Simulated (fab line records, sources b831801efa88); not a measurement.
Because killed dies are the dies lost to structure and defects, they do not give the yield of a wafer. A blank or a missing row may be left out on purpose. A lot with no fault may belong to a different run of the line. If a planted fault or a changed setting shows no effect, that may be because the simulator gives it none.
A lot that was struck, set against a sound lot -- flow sky130 -- 15 steps out of a route of 708
Sound: the wafers L129.1, L129.2, L129.5. The struck wafers were L124.2, L124.3, L124.4. The cause comes at the end.
Order at every step that has rows: each side's tool, ch and its chambers, its first start. Under that, the readings that differ: sound wafers -- struck wafers -- difference of the means -- sigmas: that difference in standard deviations of wafers without a fault.
alike: same words and numbers on both sides, and readings whose means sit less than 2 such deviations apart. not compared: any withheld reading, any reading some wafer has no value for, any bound like >300 that may hide the same value, and any number with overlapping values for which the record gives no deviation.
A row with sigmas, a row that says differs or no value, or rows on one side alone: a step with any of these is where the two part. When numbers do not overlap yet have no deviation, they are printed without sigmas and do not part them. Lack of a reading on every wafer of one side parts them only where that side has two or more wafers.

SKY_LDD_HVP_OVL_MEAS_07:
  sound on overlay-02 at day 28 11:51; struck on overlay-02 at day 26 06:18
  alike: LDD_HVP_OVL
next, for these wafers, 1 step has no rows: SKY_LDD_HVP_IMPLANT_08.
SKY_LDD_HVP_STRIP_09: strips in O2/N2.
  sound on plasma asher-02 ch 0,1, day 28 12:02; struck on plasma asher-04 ch 0,1, day 26 06:29
  alike: drypump motor current A, oes product au, strip time to endpoint s
  not compared: rf hours counter h
SKY_LDD_HVP_TW_MEAS_10:
  sound on film metro-01 at day 28 12:08; struck on film metro-01 at day 26 06:35
  alike: LDD_HVP_TW
then, 7 steps without rows for these wafers: SKY_LDD_LDN_DEHYDRATE_00 (time 60 s); SKY_LDD_LDN_HMDS_01 (prime time 60 s); SKY_LDD_LDN_COAT_02 (resist thk 1140 nm); SKY_LDD_LDN_SOFTBAKE_03 (time 60 s); SKY_LDD_LDN_EXPOSE_04 (exposes mask LDNTM, target cd 700 nm); SKY_LDD_LDN_PEB_05; SKY_LDD_LDN_DEVELOP_06 (develop time 60 s).
SKY_LDD_LDN_OVL_MEAS_07:
  sound on overlay-02 at day 29 15:18; struck on overlay-01 at day 27 11:15
  alike: LDD_LDN_OVL
SKY_LDD_LDN_IMPLANT_08:
  sound on implanter-01 ch 0, day 29 15:20; struck on implanter-04 ch 0, day 27 11:19
reading,sound,struck,difference,sigmas
beam energy keV,15.005 15.000 14.999,14.591 14.592 14.592,-0.410,-99 or more
model.implant.drp nm (nm),5.933 5.933 5.933,5.822 5.822 5.822,-0.111,
  alike: dose ions cm2
next, for these wafers, 1 step has no rows: SKY_LDD_LDN_IMPLANT_09.
-- record jumps: 21 days separate the struck wafers' starts on either side; left off in module LDD_LDN, taken up again in module PAD_OPEN, whose first shown step is the route's number 708 --
SKY_PAD_OPEN_PROBE_99:
  sound on prober-02 at day 50 04:24; struck on prober-01 at day 48 20:16
  alike: killed_at_M0_to_M3, killed_at_M4_up, killed at contacts, killed at front end, killed at other, killed dies, killed open, killed short

## WHERE THEY PART
Within this record, at SKY_LDD_LDN_IMPLANT_08 only. Later steps at which nothing parts them and some readings are alike: SKY_PAD_OPEN_PROBE_99.

WHY: the cause the simulator had injected
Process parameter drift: implanter-04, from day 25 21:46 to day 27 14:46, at SKY_LDD_LDN_IMPLANT_08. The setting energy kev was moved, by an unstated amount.
